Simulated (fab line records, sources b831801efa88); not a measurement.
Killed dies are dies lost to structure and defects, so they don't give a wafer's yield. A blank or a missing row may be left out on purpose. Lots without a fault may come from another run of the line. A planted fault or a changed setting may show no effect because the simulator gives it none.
fab line records | flow sfq_line
record lots=6 wafers=18 last_day=86
route steps=325 shown I1@77 M2@88 I2@103 M3@118 M8@325
lots that met no fault: from a run of the same line without faults
start_h: hours from the record's first day to the start of the lot's first wafer shown | wait_h: hours since the lot's step before | " the same as in the row above | L1.1+2: a row that stands for several wafers | - no value, or no start given | * or withheld: withheld | < > ~ a bound
route shown NAME@n: a module of which the file shows steps, and the number in the route of the first | usual: mean/standard deviation of fault-free wafers | same: alike in all rows | chamber/n: place in a boat | sites: the reading at each site | _std_site: their standard deviation | _edge_site: outer sites' mean less inner sites' | radius_mm: how far each site lies from the wafer's centre | mask NAME#n: copy n | behind: the tool/chamber that last shaped the wafer | hold: why the lot was held/for how many hours/how that ended | device: the transistor (n, p or np) that didn't switch | end of line: the same wafers' tests at the end of the route | a step without rows: its recipe alone | killed: dies lost to structure and defects at the first sort, not the wafer's yield | map: a wafer's dies, x killed, . not, _ none there
set.NAME: the setting as run; set.NAME@STEP: as run at that earlier step | model.NAME: the simulator's own value behind a step, which no gauge read
lots at some steps of the route; a table a step, a row a wafer
services: from which hour (start_h, from the record's first day; less than 0 if before it) a tool's chamber was out of use, for how many hours, and why
## steps
# step SFQ_TRILAYER_I1_VIA_LITHO_COAT_054
# recipe resist=BARC spin_rpm=3000 resist_thk_nm=62
# step SFQ_TRILAYER_I1_VIA_LITHO_COAT_049
# recipe resist=KrF spin_rpm=3000 resist_thk_nm=650
# step SFQ_TRILAYER_I1_VIA_LITHO_SOFTBAKE_053
# recipe temp_c=withheld time_s=withheld resist=KrF
# step SFQ_TRILAYER_I1_VIA_LITHO_EXPOSE_050
# recipe mask_id=I1 na=0.6 source_shape=conventional sigma_outer=0.65 target_cd_nm=500 dose_mj=21.3
# step SFQ_TRILAYER_I1_VIA_LITHO_PEB_052
# recipe peb_temp_c=115 peb_time_s=60 resist=KrF
# step SFQ_TRILAYER_I1_VIA_LITHO_DEVELOP_051
# recipe time_s=60 resist=KrF
# step SFQ_I1_OVL_MEAS_913
# usual I1_OVL=-8/5.1
# columns lot.wafer tool chamber start_h wait_h I1_OVL[nm]
L896.2 overlay-02 - 408.85 0.1 -10
L896.5 " - " " 1
L896.6 " - " " -7
L897.3 overlay-01 - 422.81 0.1 -12
L897.4 " - " " -9
L897.6 " - " " -11
L905.1 overlay-02 - 489.24 0.1 -3
L905.4 " - " " -3
L905.5 " - " " -2
L906.1 overlay-02 - 494.04 0.1 -14
L906.4 " - " " -7
L906.5 " - " " -6
L907.2 overlay-01 - 496.44 0.1 -16
L907.5 " - " " -7
L907.6 " - " " -11
L911.2 overlay-02 - 519.33 0.1 -3
L911.4 " - " " -4
L911.5 " - " " 1
# step SFQ_TRILAYER_I1_VIA_BARC_OPEN_VIA_ETCH_071
# recipe mask_material=PR chemistry=O2 target_depth_nm=125 target=BARC source_w=500 bias_w=80 pressure_mtorr=30 time_s=41.7
# step SFQ_TRILAYER_I1_VIA_ETCH_VIA_ETCH_052
# recipe target=SiO2 stop_on=Nb mask_material=PR taper_deg=20 chemistry=CHF3 target_depth_nm=260 source_w=500 bias_w=80 pressure_mtorr=30 time_s=withheld
# usual drypump_motor_current_A=5.8/0.52 oes_product_au=0.855/0.0047
# columns lot.wafer tool chamber start_h wait_h drypump_motor_current_A oes_product_au
L896.2 rie_diel-01 1 408.92 0.0 5.1 0.859
L896.5 " 3 " " 5.9 0.851
L896.6 " 0 " " 5.5 0.845
L897.3 rie_diel-04 1 422.87 0.0 5.7 0.857
L897.4 " 0 " " 6.6 0.851
L897.6 " 1 " " 5.7 0.856
L905.1 rie_diel-04 1 489.31 0.0 5.7 0.858
L905.4 " 0 " " 6.5 0.850
L905.5 " 0 " " 6.6 0.858
L906.1 rie_diel-01 3 494.11 0.0 5.9 0.854
L906.4 " 2 " " 5.9 0.848
L906.5 " 3 " " 5.9 0.867
L907.2 rie_diel-04 0 496.51 0.0 6.6 0.853
L907.5 " 1 " " 5.7 0.855
L907.6 " 2 " " 6.2 0.861
L911.2 rie_diel-03 1 519.40 0.0 6.6 0.857
L911.4 " 3 " " 4.7 0.849
L911.5 " 2 " " 5.7 0.849
# step SFQ_TRILAYER_I1_VIA_STRIP_STRIP_053
# recipe gas=O2 power_w=200 platen_temp_c=40 overash_fraction=0.65 chemistry=O2 pressure_mtorr=50
# usual drypump_motor_current_A=5.6/0.41 oes_product_au=0.999/0.0073
# columns lot.wafer tool chamber start_h wait_h drypump_motor_current_A oes_product_au rf_hours_counter_h
L896.2 rie_metal-01 1 409.03 - 5.4 1.002 64
L896.5 " 0 " " 5.4 0.997 -
L896.6 " 1 " " 5.4 0.998 -
L897.3 rie_metal-03 1 423.18 - 6.4 0.995 -
L897.4 " 0 " " 5.1 0.986 -
L897.6 " 1 " " 6.5 0.997 -
L905.1 rie_metal-03 0 489.43 - 5.1 0.997 72
L905.4 " 1 " " 6.4 1.004 -
L905.5 " 0 " " 5.1 1.004 -
L906.1 rie_metal-01 0 494.23 - 5.3 1.007 141
L906.4 " 0 " " 5.3 1.007 -
L906.5 " 1 " " 5.4 1.007 -
L907.2 rie_metal-01 0 496.63 - 5.3 0.998 141
L907.5 " 1 " " 5.4 1.006 -
L907.6 " 0 " " 5.3 0.999 -
L911.2 rie_metal-02 0 519.52 - 5.5 0.989 53
L911.4 " 1 " " 5.7 0.986 -
L911.5 " 0 " " 5.5 1.001 -
# step SFQ_TRILAYER_I1_VIA_STRIP_SOLV_CLEAN_054
# recipe chemistry=NMP temp_c=70 time_s=600
# step SFQ_TRILAYER_M2_DEP_PRE_CLEAN_056
# recipe gas=Ar time_s=22.5 bias_v=250
# step SFQ_TRILAYER_M2_DEP_SPUTTER_055
# recipe material=Nb base_pressure_pa=1.33e-06 chamber_pressure_pa=0.1333 substrate_temp_c=20 resputter_cathode_voltage_v=400 target_thk_nm=200 power_w=2000 time_s=133.3
# usual chamber_pressure_pa=0.13328/0.00027 resputter_cathode_voltage_v=399/4.3 throttle_valve_pct=29.6/1.1
# columns lot.wafer tool chamber start_h wait_h chamber_pressure_pa resputter_cathode_voltage_v throttle_valve_pct model.Nb_of_TRILAYER_M2_DEP_SPUTTER_055.thk_nm
L896.2 pvd_sputter-05 - 409.84 0.0 0.13337 396 29.3 199.2
L896.5 " - " " 0.1333 410 31.4 199.1
L896.6 " - " " 0.13304 404 30.5 198.6
L897.3 pvd_sputter-03 - 423.79 0.0 0.13373 395 27.8 203.4
L897.4 " - " " 0.13322 401 30.3 202.8
L897.6 " - " " 0.13346 405 28.0 203.3
L905.1 pvd_sputter-03 - 490.25 0.0 0.1334 398 30.5 198.3
L905.4 " - " " 0.13348 400 31.9 198.7
L905.5 " - " " 0.13346 400 31.7 276.2
L906.1 pvd_sputter-03 - 495.03 0.0 0.1335 404 29.0 197.9
L906.4 " - " " 0.13309 399 31.6 199.4
L906.5 " - " " 0.1332 403 27.7 279.8
L907.2 pvd_sputter-05 - 497.43 0.0 0.13274 393 30.7 202.8
L907.5 " - " " 0.13342 399 29.3 201.4
L907.6 " - " " 0.13295 400 30.3 200.2
L911.2 pvd_sputter-04 - 520.49 0.0 0.13345 397 30.5 198.5
L911.4 " - " " 0.13324 398 29.1 197.7
L911.5 " - " " 0.13352 398 29.1 196.9
# step SFQ_M2_RS_MEAS_914
# recipe thk_meas_gauge=four-point-probe reads=Nb_of_TRILAYER_M2_DEP_SPUTTER_055
# usual M2_NB_RS=0.893/0.0071
# columns lot.wafer tool chamber start_h wait_h hold M2_NB_RS[ohm/sq]
L896.2 film_metro-01 - 409.95 0.1 - 0.893
L896.5 " - " " - 0.894
L896.6 " - " " - 0.898
L897.3 film_metro-01 - 423.92 0.1 - 0.874
L897.4 " - " " - 0.880
L897.6 " - " " - 0.879
L905.1 film_metro-01 - 490.34 0.0 await_dispo/0.2h/release 0.898
L905.4 " - " " await_dispo/0.2h/release 0.895
L905.5 " - " " await_dispo/0.2h/release 0.643
L905.1 film_metro-01 - 490.62 0.3 - 0.897
L905.4 " - " " - 0.896
L905.5 " - " " - 0.642
L906.1 film_metro-01 - 495.12 0.0 await_dispo/0.2h/release 0.900
L906.4 " - " " await_dispo/0.2h/release 0.893
L906.5 " - " " await_dispo/0.2h/release 0.634
L906.1 film_metro-01 - 495.41 0.3 - 0.898
L906.4 " - " " - 0.892
L906.5 " - " " - 0.634
L907.2 film_metro-03 - 497.54 0.1 - 0.876
L907.5 " - " " - 0.881
L907.6 " - " " - 0.887
L911.2 film_metro-01 - 520.61 0.1 - 0.897
L911.4 " - " " - 0.902
L911.5 " - " " - 0.905
# step SFQ_TRILAYER_M2_LITHO_COAT_057
# recipe resist=KrF spin_rpm=3000 resist_thk_nm=600
# step SFQ_TRILAYER_M2_LITHO_SOFTBAKE_061
# recipe temp_c=withheld time_s=withheld resist=KrF
# step SFQ_TRILAYER_M2_LITHO_EXPOSE_058
# recipe mask_id=M2 na=0.6 source_shape=conventional sigma_outer=0.65 target_cd_nm=500 dose_mj=14.4
# step SFQ_TRILAYER_M2_LITHO_PEB_060
# recipe peb_temp_c=115 peb_time_s=60 resist=KrF
# step SFQ_TRILAYER_M2_LITHO_DEVELOP_059
# recipe time_s=60 resist=KrF
# step SFQ_M2_OVL_MEAS_916
# usual M2_OVL=-4/6.3
# columns lot.wafer tool chamber start_h wait_h M2_OVL[nm]
L896.2 overlay-01 - 539.29 0.1 -5
L896.5 " - " " -4
L896.6 " - " " 3
L897.3 overlay-02 - 551.29 0.1 -7
L897.4 " - " " -3
L897.6 " - " " -5
L905.1 overlay-02 - 578.88 0.1 -16
L905.4 " - " " -7
L905.5 " - " " -15
L906.1 overlay-02 - 580.08 0.1 -6
L906.4 " - " " -7
L906.5 " - " " -12
L907.2 overlay-02 - 581.29 0.1 -7
L907.5 " - " " 4
L907.6 " - " " -11
L911.2 overlay-02 - 586.09 0.1 -5
L911.4 " - " " -6
L911.5 " - " " -7
# step SFQ_TRILAYER_M2_BARC_OPEN_METAL_ETCH_077
# recipe mask_material=PR chemistry=O2 target_depth_nm=125 target=BARC icp_w=600 bias_w=80 pressure_mtorr=10 time_s=41.7
# step SFQ_TRILAYER_M2_ETCH_METAL_ETCH_060
# recipe target=Nb stop_on=SiO2 mask_material=PR chemistry=Cl2/Ar target_depth_nm=240 icp_w=600 bias_w=80 pressure_mtorr=10 time_s=120
# usual drypump_motor_current_A=5.4/0.48 oes_product_au=0.893/0.0055
# columns lot.wafer tool chamber start_h wait_h drypump_motor_current_A oes_product_au rf_hours_counter_h
L896.2 rie_metal-04 0 539.38 0.0 4.9 0.893 159
L896.5 " 1 " " 5.4 0.888 -
L896.6 " 0 " " 4.9 0.892 -
L897.3 rie_metal-03 0 551.42 0.1 5.1 0.908 -
L897.4 " 1 " " 6.4 0.900 -
L897.6 " 0 " " 5.1 0.894 -
L905.1 rie_metal-01 0 578.98 0.0 5.3 0.896 158
L905.4 " 0 " " 5.3 0.890 -
L905.5 " 0 " " 5.3 0.999 -
L906.1 rie_metal-04 1 580.18 0.0 5.4 0.887 92
L906.4 " 1 " " 5.4 0.895 -
L906.5 " 0 " " 4.9 0.993 -
L907.2 rie_metal-01 0 581.38 0.0 5.4 0.904 159
L907.5 " 0 " " 5.4 0.896 -
L907.6 " 1 " " 5.4 0.895 -
L911.2 rie_metal-03 1 586.18 0.0 6.4 0.895 58
L911.4 " 0 " " 5.1 0.889 -
L911.5 " 0 " " 5.1 0.878 -
# step SFQ_TRILAYER_M2_STRIP_STRIP_061
# recipe gas=O2 power_w=200 platen_temp_c=40 overash_fraction=0.65 chemistry=O2 pressure_mtorr=50
# usual drypump_motor_current_A=5.4/0.48 oes_product_au=0.999/0.0066
# columns lot.wafer tool chamber start_h wait_h drypump_motor_current_A oes_product_au rf_hours_counter_h
L896.2 rie_metal-04 0 539.50 0.1 4.9 0.989 159
L896.5 " 1 " " 5.5 0.993 -
L896.6 " 0 " " 4.9 1.013 -
L897.3 rie_metal-03 0 551.70 0.2 5.1 1.009 -
L897.4 " 1 " " 6.4 1.012 -
L897.6 " 0 " " 5.1 1.015 -
L905.1 rie_metal-01 0 579.10 0.1 5.4 1.010 158
L905.4 " 0 " " 5.3 1.006 -
L905.5 " 0 " " 5.4 1.003 -
L906.1 rie_metal-04 1 580.30 0.1 5.5 1.006 93
L906.4 " 1 " " 5.5 1.004 -
L906.5 " 0 " " 4.9 0.995 -
L907.2 rie_metal-01 0 581.50 0.1 5.4 0.993 159
L907.5 " 0 " " 5.4 0.993 -
L907.6 " 1 " " 5.4 1.008 -
L911.2 rie_metal-03 1 586.30 0.1 6.4 1.002 58
L911.4 " 0 " " 5.1 1.005 -
L911.5 " 0 " " 5.1 0.994 -
# step SFQ_TRILAYER_M2_STRIP_SOLV_CLEAN_062
# recipe chemistry=NMP temp_c=70 time_s=600
# step SFQ_TRILAYER_I2_DEP_PECVD_063
# recipe material=SiO2 temp_c=150 time_s=111.11 pressure_torr=2.4 rf_w=183.3 precursor=SiH4/N2O target_thk_nm=500
# step SFQ_TRILAYER_I2_CMP_CMP_064
# recipe material=SiO2 down_force_psi=3 platen_rpm=60 pad_velocity_m_s=0.94248
# step SFQ_I2_BOW_MEAS_917
# recipe mode=bow
# usual I2_BOW=2/8.7
# columns lot.wafer tool chamber start_h wait_h I2_BOW[um]
L896.2 film_metro-02 - 555.16 2.0 -1
L896.5 " - " " 0
L896.6 " - " " 1
L897.3 film_metro-03 - 569.46 2.0 5
L897.4 " - " " -1
L897.6 " - " " 1
L905.1 film_metro-04 - 612.42 1.0 -2
L905.4 " - " " -18
L905.5 " - " " -10
L906.1 film_metro-03 - 614.20 1.0 -2
L906.4 " - " " 5
L906.5 " - " " -4
L907.2 film_metro-04 - 617.22 2.0 2
L907.5 " - " " -5
L907.6 " - " " 4
L911.2 film_metro-03 - 624.44 1.5 1
L911.4 " - " " 15
L911.5 " - " " -3
# step SFQ_TRILAYER_I2_METRO_MEASURE_065
# step SFQ_TRILAYER_I2_VIA_LITHO_COAT_072
# recipe resist=BARC spin_rpm=3000 resist_thk_nm=62
# step SFQ_TRILAYER_I2_VIA_LITHO_COAT_067
# recipe resist=KrF spin_rpm=3000 resist_thk_nm=650
# step SFQ_TRILAYER_I2_VIA_LITHO_SOFTBAKE_071
# recipe temp_c=withheld time_s=withheld resist=KrF
# step SFQ_TRILAYER_I2_VIA_LITHO_EXPOSE_068
# recipe mask_id=I2 na=0.6 source_shape=conventional sigma_outer=0.65 target_cd_nm=500 dose_mj=21.3
# step SFQ_TRILAYER_I2_VIA_LITHO_PEB_070
# recipe peb_temp_c=115 peb_time_s=60 resist=KrF
# step SFQ_TRILAYER_I2_VIA_LITHO_DEVELOP_069
# recipe time_s=60 resist=KrF
# step SFQ_I2_OVL_MEAS_918
# usual I2_OVL=1/6.3
# columns lot.wafer tool chamber start_h wait_h I2_OVL[nm]
L896.2 overlay-01 - 564.64 0.1 8
L896.5 " - " " 8
L896.6 " - " " 13
L897.3 overlay-02 - 599.40 0.1 -2
L897.4 " - " " 4
L897.6 " - " " 8
L905.1 overlay-01 - 748.94 0.1 2
L905.4 " - " " 0
L905.5 " - " " -5
L906.1 overlay-01 - 750.14 0.1 -6
L906.4 " - " " -6
L906.5 " - " " -5
L907.2 overlay-02 - 753.74 0.1 3
L907.5 " - " " 1
L907.6 " - " " 8
L911.2 overlay-02 - 762.14 0.1 5
L911.4 " - " " 2
L911.5 " - " " 3
# step SFQ_TRILAYER_I2_VIA_BARC_OPEN_VIA_ETCH_096
# recipe mask_material=PR chemistry=O2 target_depth_nm=125 target=BARC source_w=500 bias_w=80 pressure_mtorr=30 time_s=41.7
# usual drypump_motor_current_A=5.6/0.43 oes_product_au=0.685/0.0044
# columns lot.wafer tool chamber start_h wait_h drypump_motor_current_A oes_product_au rf_hours_counter_h
L896.2 rie_diel-01 1 564.67 0.0 5.1 0.682 8
L896.5 " 0 " " 5.5 0.681 -
L896.6 " 1 " " 5.1 0.682 -
L897.3 rie_diel-02 3 599.43 0.0 5.6 0.693 1
L897.4 " 2 " " 6.0 0.693 26
L897.6 " 2 " " 6.0 0.682 -
L905.1 rie_diel-01 2 748.97 0.0 5.9 0.682 50
L905.4 " 3 " " 5.9 0.685 9
L905.5 " 0 " " 5.5 0.679 -
L906.1 rie_diel-03 3 750.17 0.0 4.8 0.688 23
L906.4 " 1 " " 6.5 0.686 8
L906.5 " 0 " " 5.8 0.692 -
L907.2 rie_diel-02 0 753.77 0.0 5.8 0.675 52
L907.5 " 2 " " 6.0 0.684 -
L907.6 " 3 " " 5.6 0.682 -
L911.2 rie_diel-03 1 762.17 0.0 6.6 0.683 8
L911.4 " 0 " " 5.8 0.681 2
L911.5 " 2 " " 5.7 0.688 -
# step SFQ_TRILAYER_I2_VIA_ETCH_VIA_ETCH_070
# recipe target=SiO2 stop_on=Nb mask_material=PR taper_deg=20 chemistry=CHF3 target_depth_nm=260 source_w=500 bias_w=80 pressure_mtorr=30 time_s=withheld
# usual drypump_motor_current_A=5.6/0.43 oes_product_au=0.855/0.0051
# columns lot.wafer tool chamber start_h wait_h drypump_motor_current_A oes_product_au
L896.2 rie_diel-01 1 564.71 0.0 5.1 0.848
L896.5 " 0 " " 5.5 0.860
L896.6 " 1 " " 5.1 0.849
L897.3 rie_diel-02 3 599.47 0.0 5.6 0.848
L897.4 " 2 " " 6.0 0.865
L897.6 " 2 " " 6.0 0.854
L905.1 rie_diel-01 2 749.01 0.0 5.9 0.856
L905.4 " 3 " " 5.9 0.852
L905.5 " 0 " " 5.5 0.851
L906.1 rie_diel-03 3 750.21 0.0 4.7 0.861
L906.4 " 1 " " 6.6 0.862
L906.5 " 0 " " 5.7 0.854
L907.2 rie_diel-02 0 753.81 0.0 5.8 0.856
L907.5 " 2 " " 6.0 0.861
L907.6 " 3 " " 5.6 0.846
L911.2 rie_diel-03 1 762.21 0.0 6.5 0.857
L911.4 " 0 " " 5.7 0.857
L911.5 " 2 " " 5.7 0.859
# step SFQ_TRILAYER_I2_VIA_STRIP_STRIP_071
# recipe gas=O2 power_w=200 platen_temp_c=40 overash_fraction=0.65 chemistry=O2 pressure_mtorr=50
# step SFQ_TRILAYER_I2_VIA_STRIP_SOLV_CLEAN_072
# recipe chemistry=NMP temp_c=70 time_s=600
# step SFQ_TRILAYER_M3_DEP_PRE_CLEAN_074
# recipe gas=Ar time_s=22.5 bias_v=250
# step SFQ_M8_BOW_MEAS_951
# recipe mode=bow
# usual M8_BOW=5/12
# columns lot.wafer tool chamber start_h wait_h M8_BOW[um] model.etest.m2.comb_log10_ohm model.etest.m2.ohm_sq
L896.2 film_metro-04 - 1975.88 0.0 8 12 0.893
L896.5 " - " " 6 12 0.8937
L896.6 " - " " 9 12 0.8959
L897.3 film_metro-04 - 1984.30 0.0 14 12 0.8747
L897.4 " - " " 10 12 0.8775
L897.6 " - " " 10 12 0.8753
L905.1 film_metro-04 - 2038.72 0.0 -3 12 0.8975
L905.4 " - " " -19 12 0.8956
L905.5 " - " " -11 0 0.6442
L906.1 film_metro-03 - 2042.32 0.0 -1 12 0.8992
L906.4 " - " " 3 12 0.8921
L906.5 " - " " -4 0 0.6358
L907.2 film_metro-04 - 2045.95 0.0 8 12 0.8775
L907.5 " - " " 1 12 0.8835
L907.6 " - " " 11 12 0.8889
L911.2 film_metro-02 - 2056.33 0.0 11 12 0.8962
L911.4 " - " " 23 12 0.8999
L911.5 " - " " 7 12 0.9036
## services
# columns tool chamber start_h hours kind
rie_diel-03 - 394.44 0.7 repair
rie_diel-03 2 398.35 6.5 repair
rie_diel-02 3 423.07 5.2 repair
rie_diel-02 1 425.52 1.5 repair
rie_metal-01 - 436.29 0.4 repair
rie_metal-03 - 455.45 28.1 pm
rie_metal-01 - 484.38 0.6 repair
rie_diel-03 0 485.96 128.7 repair
rie_diel-03 2 487.33 6.3 repair
rie_diel-03 3 488.42 7.6 repair
rie_diel-01 1 497.09 33.0 repair
rie_metal-01 1 509.90 7.3 repair
rie_diel-03 - 525.03 1.1 repair
rie_diel-03 - 551.62 0.7 repair
rie_diel-01 2 554.11 8.6 repair
rie_diel-01 - 584.68 2.8 pm
rie_diel-03 2 593.60 9.3 repair
rie_diel-03 - 618.74 0.5 repair
rie_diel-03 - 634.55 0.2 repair
rie_diel-03 - 659.72 1.7 repair
rie_diel-01 3 662.41 4.6 repair
rie_metal-01 1 664.16 7.1 repair
rie_diel-03 0 730.55 4.3 repair
rie_diel-03 - 758.82 2.8 pm
## key
first_sign step=SFQ_M2_RS_MEAS_914 reading=visit direction=added
effect step=SFQ_M2_RS_MEAS_914 reading=M2_NB_RS direction=down sigmas=36 usual=0.893 struck=0.638
effect step=SFQ_TRILAYER_M2_ETCH_METAL_ETCH_060 reading=oes_product_au direction=up sigmas=19 usual=0.893 struck=0.996
model_effect step=SFQ_TRILAYER_M2_DEP_SPUTTER_055 value=Nb_of_TRILAYER_M2_DEP_SPUTTER_055.thk_nm without=198.7 struck=278
model_effect step=SFQ_M8_BOW_MEAS_951 value=etest.m2.comb_log10_ohm without=12 struck=0
met_at SFQ_TRILAYER_M2_DEP_SPUTTER_055
struck_wafers L905.5,L906.5
onset_between 423.79 490.25
fault kind=process_parameter_drift tool=pvd_sputter-03 chamber=- onset_h=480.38 steps=SFQ_TRILAYER_M2_DEP_SPUTTER_055 channel=target_thk_nm offset=79.272 shape=step end_h=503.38 scope=struck_wafers_only acts_in=these_recipes_only stated=200
